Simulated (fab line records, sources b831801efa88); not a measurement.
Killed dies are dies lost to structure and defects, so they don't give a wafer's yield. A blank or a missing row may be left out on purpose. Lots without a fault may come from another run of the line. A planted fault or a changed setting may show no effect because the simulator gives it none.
fab line records | flow sky130
record lots=6 wafers=18 last_day=50
route steps=708 shown GATE_OXIDE@191 POLY_GATE@204 PAD_OPEN@708
lots that met no fault: from a run of the same line without faults
start_h: hours from the record's first day to the start of the lot's first wafer shown | wait_h: hours since the lot's step before | " the same as in the row above | L1.1+2: a row that stands for several wafers | - no value, or no start given | * or withheld: withheld | < > ~ a bound
route shown NAME@n: a module of which the file shows steps, and the number in the route of the first | usual: mean/standard deviation of fault-free wafers | same: alike in all rows | chamber/n: place in a boat | sites: the reading at each site | _std_site: their standard deviation | _edge_site: outer sites' mean less inner sites' | radius_mm: how far each site lies from the wafer's centre | mask NAME#n: copy n | behind: the tool/chamber that last shaped the wafer | hold: why the lot was held/for how many hours/how that ended | device: the transistor (n, p or np) that didn't switch | end of line: the same wafers' tests at the end of the route | a step without rows: its recipe alone | killed: dies lost to structure and defects at the first sort, not the wafer's yield | map: a wafer's dies, x killed, . not, _ none there
set.NAME: the setting as run; set.NAME@STEP: as run at that earlier step | model.NAME: the simulator's own value behind a step, which no gauge read
lots at some steps of the route; a table a step, a row a wafer
services: from which hour (start_h, from the record's first day; less than 0 if before it) a tool's chamber was out of use, for how many hours, and why
## steps
# step SKY_GATE_OXIDE_HMDS_04
# recipe prime_time_s=60 prime_temp_c=120
# step SKY_GATE_OXIDE_COAT_05
# recipe resist=NOVOLAK spin_rpm=3000 resist_thk_nm=1140
# step SKY_GATE_OXIDE_SOFTBAKE_06
# recipe temp_c=90 time_s=60 resist=NOVOLAK
# step SKY_GATE_OXIDE_EXPOSE_07
# recipe mask_id=LVOM na=0.6 source_shape=conventional sigma_outer=0.6 polarization=unpolarized target_cd_nm=600 dose_mj=170
# step SKY_GATE_OXIDE_PEB_08
# recipe temp_c=withheld time_s=* resist=NOVOLAK
# step SKY_GATE_OXIDE_DEVELOP_09
# recipe resist=NOVOLAK developer=TMAH develop_time_s=60 dev_temp_c=23
# step SKY_GATE_OXIDE_OVL_MEAS_10
# usual GATE_OXIDE_OVL=0.0/1.5
# columns lot.wafer tool chamber start_h wait_h GATE_OXIDE_OVL[nm]
L705.2 overlay-01 - 321.07 0.1 2.9
L705.4 " - " " 0.6
L705.6 " - " " 0.2
L713.2 overlay-02 - 400.67 0.1 -0.5
L713.3 " - " " 0.5
L713.4 " - " " -2.3
L715.3 overlay-01 - 409.79 0.1 1.7
L715.4 " - " " 2.5
L715.6 " - " " 0.7
L722.3 overlay-01 - 472.53 0.1 -0.9
L722.4 " - " " -2.1
L722.6 " - " " 0.7
L725.1 overlay-02 - 497.93 0.1 -0.8
L725.4 " - " " -1.1
L725.6 " - " " -0.6
L726.2 overlay-01 - 507.42 0.1 1.2
L726.3 " - " " 0.6
L726.4 " - " " 1.2
# step SKY_GATE_OXIDE_IMPLANT_11
# recipe species=B energy_kev=10 dose_cm2=2.551e+12 tilt_deg=withheld
# step SKY_GATE_OXIDE_WET_ETCH_12
# recipe chemistry=dHF target_depth_nm=16.8 dry=n2_spin target=SiO2 dilution=100:1 temp_c=25 time_s=336
# step SKY_GATE_OXIDE_STRIP_13
# recipe chemistry=O2/N2 power_w=1400 pressure_mtorr=1500 platen_temp_c=withheld o2_flow_sccm=3000 n2_flow_sccm=300 overash_fraction=0.5
# usual drypump_motor_current_A=5.9/0.61 oes_product_au=0.715/0.0044 strip_time_to_endpoint_s=14.20/0.042
# columns lot.wafer tool chamber start_h wait_h drypump_motor_current_A oes_product_au rf_hours_counter_h strip_time_to_endpoint_s
L705.2 plasma_asher-03 0 321.35 0.0 5.1 0.716 64 14.14
L705.4 " 1 " " 5.5 0.716 - 14.18
L705.6 " 1 " " 5.5 0.716 - 14.17
L713.2 plasma_asher-03 1 400.95 0.0 5.5 0.717 72 14.21
L713.3 " 0 " " 5.0 0.717 - 14.18
L713.4 " 1 " " 5.5 0.713 - 14.21
L715.3 plasma_asher-03 0 410.10 0.0 5.1 0.714 - 14.24
L715.4 " 1 " " 5.5 0.715 - 14.28
L715.6 " 1 " " 5.5 0.721 - 14.27
L722.3 plasma_asher-04 1 472.94 0.0 6.1 0.713 - 14.25
L722.4 " 0 " " 6.7 0.716 - 14.22
L722.6 " 1 " " 6.1 0.710 - 14.27
L725.1 plasma_asher-03 0 498.21 0.0 5.0 0.712 6 14.24
L725.4 " 0 " " 5.1 0.709 - 14.20
L725.6 " 1 " " 5.5 0.714 - 14.21
L726.2 plasma_asher-02 0 507.70 0.0 5.5 0.708 80 14.23
L726.3 " 0 " " 5.5 0.714 - 14.21
L726.4 " 1 " " 6.7 0.717 - 14.22
# step SKY_GATE_OXIDE_TW_MEAS_14
# usual GATE_OXIDE_TW=219.9/1.8
# columns lot.wafer tool chamber start_h wait_h GATE_OXIDE_TW
L705.2 film_metro-02 - 321.46 0.1 220.3
L705.4 " - " " 220.5
L705.6 " - " " 221.0
L713.2 film_metro-03 - 401.06 0.1 218.1
L713.3 " - " " 219.0
L713.4 " - " " 218.3
L715.3 film_metro-02 - 410.18 0.1 218.6
L715.4 " - " " 219.8
L715.6 " - " " 220.0
L722.3 film_metro-04 - 473.03 0.1 221.9
L722.4 " - " " 220.8
L722.6 " - " " 222.0
L725.1 film_metro-02 - 498.31 0.1 220.5
L725.4 " - " " 219.8
L725.6 " - " " 221.0
L726.2 film_metro-03 - 507.81 0.1 216.3
L726.3 " - " " 217.3
L726.4 " - " " 217.5
# step SKY_GATE_OXIDE_CLEAN_15
# recipe chemistry=SC1/SC2 mix=1:4:20 temp_c=70 time_s=150 dry=n2_spin
# step SKY_GATE_OXIDE_OXIDATION_16
# recipe temp_c=800 ambient=O2 idle_temp_c=700 ramp_up_c_per_min=10 ramp_down_c_per_min=3 stabilise_s=600 purge_s=300 target_thk_a=35.7 ox_time_s=1915
# usual spike_tc_bottom_C=821.3/2.2 spike_tc_centre_C=798.9/1.4 spike_tc_lower_C=800.8/1.2 spike_tc_top_C=808.2/2.9 spike_tc_upper_C=801.4/1.5 tube_center_temp_C=800/0.074 tube_center_temp_C_max=802.0/0.3
# columns lot.wafer tool chamber start_h wait_h spike_tc_bottom_C spike_tc_centre_C spike_tc_lower_C spike_tc_top_C spike_tc_upper_C tube_center_temp_C tube_center_temp_C_max
L705.2 furnace-02 0 321.77 0.2 819.1 799.4 799.4 804.3 801.2 799.98 801.6
L705.4 " 0 " " 820.9 799.5 799.2 806.8 801.2 800.04 802.6
L705.6 " 0 " " 821.5 800.0 799.0 806.5 800.5 800.08 802.0
L713.2 furnace-02 0 403.20 2.0 812.7 792.2 794.6 800.7 792.3 793.37 795.5
L713.3 " 0 " " 814.9 792.8 792.1 799.9 793.4 793.39 795.8
L713.4 " 0 " " 813.8 790.7 796.3 799.0 794.5 793.47 795.7
L715.3 furnace-02 0 411.71 1.4 813.1 791.0 793.7 800.5 795.6 793.57 795.5
L715.4 " 0 " " 813.0 792.5 792.7 800.6 795.7 793.49 796.0
L715.6 " 0 " " 813.7 790.8 794.0 797.6 794.7 793.51 795.3
L722.3 furnace-01 0 473.12 0.0 823.3 803.1 799.2 814.2 803.6 800.02 802.2
L722.4 " 0 " " 823.2 801.8 801.7 812.1 801.1 799.99 801.6
L722.6 " 0 " " 823.7 800.0 802.1 810.6 804.0 799.96 802.1
L725.1 furnace-01 0 498.43 0.0 821.5 801.3 802.4 811.6 803.5 800.03 801.9
L725.4 " 0 " " 824.2 801.4 802.0 811.9 803.2 799.97 802.0
L725.6 " 0 " " 823.1 800.3 802.1 812.1 804.3 799.97 801.8
L726.2 furnace-01 0 508.70 0.8 825.3 800.7 801.5 811.7 801.0 800.01 802.0
L726.3 " 0 " " 823.6 801.0 801.6 810.7 801.4 800.04 802.8
L726.4 " 0 " " 823.1 798.3 802.2 812.1 804.4 800.02 802.1
# step SKY_POLY_GATE_CVD_00
# recipe material=poly-Si target_thk_nm=180 temp_c=620 time_s=720 pressure_mtorr=200
# step SKY_PAD_OPEN_PROBE_99
# usual killed_at_M0_to_M3=44/7.9 killed_at_M4_up=3.1/2 killed_at_contacts=23/4.9 killed_at_front_end=15/3.9 killed_at_other=0.2/0.49 killed_dies=86/10 killed_open=47/7.1 killed_short=39/7.1
# same gross_dies=492 killed_at_back_side=0
# columns lot.wafer tool chamber start_h wait_h killed_at_M0_to_M3 killed_at_M4_up killed_at_contacts killed_at_front_end killed_at_other killed_dies killed_open killed_short model.etest.nfet_01v8_lvt.drive_ua_um model.etest.nfet_01v8_swapped.drive_ua_um model.etest.nfet_01v8.drive_ua_um model.etest.nfet_01v8_turned.drive_ua_um model.etest.cap_thin_oxide.gate_log10_a_cm2 model.etest.cap_thin_oxide.tox_acc_nm model.etest.pfet_01v8.tox_inv_nm model.etest.nfet_01v8.tox_inv_nm
L705.2 prober-02 - 1084.84 0.1 55 4 28 11 0 98 46 50 609.7 538.2 539.4 538.6 -6.636 4.196 4.288 4.21
L705.4 prober-02 - 1084.94 0.2 51 5 17 10 0 83 42 41 590.9 513.5 514.8 515.6 -6.761 4.216 4.295 4.262
L705.6 prober-02 - 1085.04 0.2 49 0 26 9 0 84 49 35 589.5 516 517.6 519.7 -6.751 4.236 4.314 4.241
L713.2 prober-02 - 1142.66 0.1 53 2 22 21 0 98 53 45 607.5 532.8 530.7 530.5 -6.371 4.14 4.21 4.16
L713.3 prober-02 - 1142.71 0.2 43 2 33 15 2 95 50 44 571.3 506.5 503.2 506.2 -6.721 4.236 4.317 4.269
L713.4 prober-02 - 1142.76 0.2 34 4 25 17 0 80 38 42 602.9 536.5 528.2 528.5 -6.323 4.129 4.193 4.162
L715.3 prober-02 - 1144.99 0.2 47 4 27 13 0 91 52 39 600.4 519.1 521.5 526.7 -6.62 4.212 4.265 4.229
L715.4 prober-02 - 1145.04 0.2 35 2 27 17 0 81 37 44 584.1 516 519.8 509.1 -6.607 4.201 4.29 4.258
L715.6 prober-02 - 1145.14 0.2 49 7 21 10 0 87 54 33 593.5 519.1 519.3 512.6 -6.791 4.229 4.315 4.277
L722.3 prober-01 - 1180.29 0.2 49 5 20 9 1 84 52 32 557.4 490.6 486.9 487.1 -7.309 4.403 4.447 4.419
L722.4 prober-01 - 1180.34 0.2 48 4 19 11 0 82 42 40 557.4 492.5 492 493.8 -7.24 4.36 4.413 4.375
L722.6 prober-01 - 1180.44 0.2 50 8 20 20 0 98 50 48 558.5 490.8 493.7 488.4 -7.355 4.395 4.44 4.39
L725.1 prober-02 - 1195.55 0.1 47 6 18 19 0 90 52 38 573.3 501.2 502.7 507.3 -6.746 4.232 4.284 4.222
L725.4 prober-02 - 1195.70 0.2 36 2 27 14 1 80 44 36 582.8 510.7 511.1 517.2 -6.727 4.255 4.272 4.275
L725.6 prober-02 - 1195.80 0.2 47 5 20 16 0 88 51 37 579.5 513.7 506 507.4 -7.184 4.325 4.4 4.314
L726.2 prober-01 - 1199.57 0.1 40 0 22 13 0 75 46 28 567.8 496.6 498.1 498 -7.184 4.344 4.419 4.351
L726.3 prober-01 - 1199.62 0.2 38 3 18 11 0 70 43 27 581.3 504.1 510.9 506.1 -6.982 4.274 4.368 4.305
L726.4 prober-01 - 1199.67 0.2 40 1 17 14 0 72 39 33 571.5 497.3 500.8 497.8 -7.145 4.325 4.394 4.358
# killed by level:class
L705.2 VIA1:geometric_particle:open=11 VIA3:geometric_particle:open=11 CONTACT:geometric_particle:short=9 CONTACT:geometric_particle:open=7 METAL2:geometric_particle:short=6 LI_CONTACT:geometric_particle:short=5 VIA2:geometric_particle:open=5 VIA2:geometric_particle:short=4
L705.4 METAL1:geometric_particle:short=9 VIA1:geometric_particle:open=9 METAL2:geometric_particle:short=7 CONTACT:geometric_particle:open=6 VIA2:geometric_particle:open=6 VIA1:geometric_particle:short=5 LI_CONTACT:geometric_particle:open=4 FIELD_ISO:geometric_particle:short=3
L705.6 VIA2:geometric_particle:open=11 LI_CONTACT:geometric_particle:open=10 VIA1:geometric_particle:open=10 CONTACT:geometric_particle:open=6 CONTACT:geometric_particle:short=6 VIA3:geometric_particle:open=6 METAL1:geometric_particle:short=5 VIA1:geometric_particle:short=5
L713.2 VIA1:geometric_particle:open=10 VIA3:geometric_particle:open=8 LI_CONTACT:geometric_particle:open=7 METAL1:geometric_particle:short=7 VIA1:geometric_particle:short=7 METAL2:geometric_particle:short=7 FIELD_ISO:geometric_particle:open=6 VIA2:geometric_particle:open=6
L713.3 VIA1:geometric_particle:open=13 CONTACT:geometric_particle:open=12 CONTACT:geometric_particle:short=8 METAL2:geometric_particle:short=8 LI_CONTACT:geometric_particle:open=5 VIA3:geometric_particle:open=5 METAL1:geometric_particle:short=5 FIELD_ISO:geometric_particle:short=4
L713.4 CONTACT:geometric_particle:open=9 LI_CONTACT:geometric_particle:open=7 FIELD_ISO:geometric_particle:short=6 LI_CONTACT:geometric_particle:short=5 METAL2:geometric_particle:short=5 VIA2:geometric_particle:open=5 METAL1:geometric_particle:short=4 VIA3:geometric_particle:short=4
L715.3 CONTACT:geometric_particle:open=11 VIA2:geometric_particle:open=8 VIA1:geometric_particle:open=8 LI_CONTACT:geometric_particle:open=7 VIA3:geometric_particle:open=6 LOCAL_INTERCONNECT:geometric_particle:short=5 METAL1:geometric_particle:short=5 METAL2:geometric_particle:short=5
L715.4 METAL2:geometric_particle:short=9 CONTACT:geometric_particle:open=7 POLY_GATE:geometric_particle:open=6 LI_CONTACT:geometric_particle:open=6 VIA1:geometric_particle:open=6 CONTACT:geometric_particle:short=5 METAL1:geometric_particle:short=5 FIELD_ISO:geometric_particle:open=4
L715.6 VIA1:geometric_particle:open=12 CONTACT:geometric_particle:open=9 LI_CONTACT:geometric_particle:open=7 VIA2:geometric_particle:open=7 VIA3:geometric_particle:open=7 METAL4:geometric_particle:short=6 CONTACT:geometric_particle:short=4 METAL2:geometric_particle:short=4
L722.3 VIA2:geometric_particle:open=10 VIA1:geometric_particle:open=9 VIA1:geometric_particle:short=8 VIA3:geometric_particle:open=8 LI_CONTACT:geometric_particle:open=7 CONTACT:geometric_particle:open=7 VIA3:geometric_particle:short=5 FIELD_ISO:geometric_particle:open=3
L722.4 VIA1:geometric_particle:open=12 VIA1:geometric_particle:short=9 VIA3:geometric_particle:open=6 CONTACT:geometric_particle:open=6 METAL2:geometric_particle:short=5 LI_CONTACT:geometric_particle:short=5 VIA2:geometric_particle:open=4 METAL4:geometric_particle:short=4
L722.6 VIA1:geometric_particle:open=16 FIELD_ISO:geometric_particle:short=9 CONTACT:geometric_particle:open=6 VIA1:geometric_particle:short=6 VIA3:geometric_particle:open=6 METAL3:geometric_particle:short=5 LOCAL_INTERCONNECT:geometric_particle:short=5 METAL2:geometric_particle:short=5
L725.1 VIA3:geometric_particle:open=10 VIA1:geometric_particle:open=9 VIA2:geometric_particle:open=7 VIA1:geometric_particle:short=6 METAL3:geometric_particle:open=6 FIELD_ISO:geometric_particle:open=5 LOCAL_INTERCONNECT:geometric_particle:short=5 CONTACT:geometric_particle:short=5
L725.4 CONTACT:geometric_particle:open=12 VIA1:geometric_particle:open=7 METAL1:geometric_particle:short=6 FIELD_ISO:geometric_particle:open=5 CONTACT:geometric_particle:short=5 METAL3:geometric_particle:short=5 METAL2:geometric_particle:short=5 VIA2:geometric_particle:open=5
L725.6 FIELD_ISO:geometric_particle:open=10 VIA1:geometric_particle:open=9 VIA2:geometric_particle:open=8 LI_CONTACT:geometric_particle:open=7 VIA3:geometric_particle:open=7 METAL2:geometric_particle:short=6 METAL3:geometric_particle:short=6 CONTACT:geometric_particle:open=5
L726.2 VIA1:geometric_particle:open=14 CONTACT:geometric_particle:open=7 LOCAL_INTERCONNECT:geometric_particle:short=6 LI_CONTACT:geometric_particle:open=5 VIA3:geometric_particle:open=5 FIELD_ISO:geometric_particle:open=4 VIA2:geometric_particle:open=4 POLY_GATE:geometric_particle:short=3
L726.3 VIA1:geometric_particle:open=9 CONTACT:geometric_particle:open=7 METAL1:geometric_particle:short=6 METAL1:geometric_particle:open=6 VIA1:geometric_particle:short=5 LI_CONTACT:geometric_particle:open=4 VIA2:geometric_particle:open=4 FIELD_ISO:geometric_particle:open=3
L726.4 VIA1:geometric_particle:open=10 LI_CONTACT:geometric_particle:open=7 METAL1:geometric_particle:short=5 VIA3:geometric_particle:open=5 VIA2:geometric_particle:open=5 FIELD_ISO:geometric_particle:open=4 POLY_GATE:geometric_particle:short=4 VIA2:geometric_particle:short=4
## services
# columns tool chamber start_h hours kind
plasma_asher-04 - 306.27 1.4 repair
furnace-01 - 311.67 11.1 pm
furnace-01 - 322.81 4.2 pm
furnace-02 - 327.49 3.4 pm
furnace-02 - 332.23 3.7 pm
plasma_asher-03 - 334.06 2.8 pm
plasma_asher-02 - 372.87 12.5 repair
plasma_asher-04 - 406.08 2.8 pm
plasma_asher-02 - 419.46 2.7 repair
plasma_asher-03 - 421.25 9.0 pm
plasma_asher-03 0 421.25 9.0 vent_cycle
plasma_asher-03 1 421.25 9.0 vent_cycle
plasma_asher-03 0 430.25 - clean
plasma_asher-03 1 430.25 - clean
plasma_asher-04 - 430.45 1.0 repair
furnace-01 - 480.95 2.9 pm
furnace-02 - 499.32 3.5 pm
furnace-01 - 503.97 4.7 pm
## key
first_sign step=SKY_GATE_OXIDE_OXIDATION_16 reading=tube_center_temp_C direction=down sigmas=82 usual=* struck=*
effect step=SKY_GATE_OXIDE_OXIDATION_16 reading=tube_center_temp_C_max direction=down sigmas=21 usual=* struck=*
model_effect step=SKY_PAD_OPEN_PROBE_99 value=etest.nfet_01v8_lvt.drive_ua_um without=572.6 struck=593.3
met_at SKY_GATE_OXIDE_OXIDATION_16
struck_wafers L713.2,L713.3,L713.4,L715.3,L715.4,L715.6
tester_left_out L713,L715
onset_between 321.77 403.20
fault kind=process_parameter_drift tool=furnace-02 chamber=- onset_h=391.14 steps=SKY_GATE_OXIDE_OXIDATION_16 channel=temp_c offset=* shape=step end_h=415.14 acts_in=* stated=*
# tester_left_out: of these lots the tester's yield and bins aren't shown, on N5 and GAA mostly nor the transistor test; their killed dies are dies lost to structure and defects alone, not to doping, threshold or leakage, so they don't give the yield
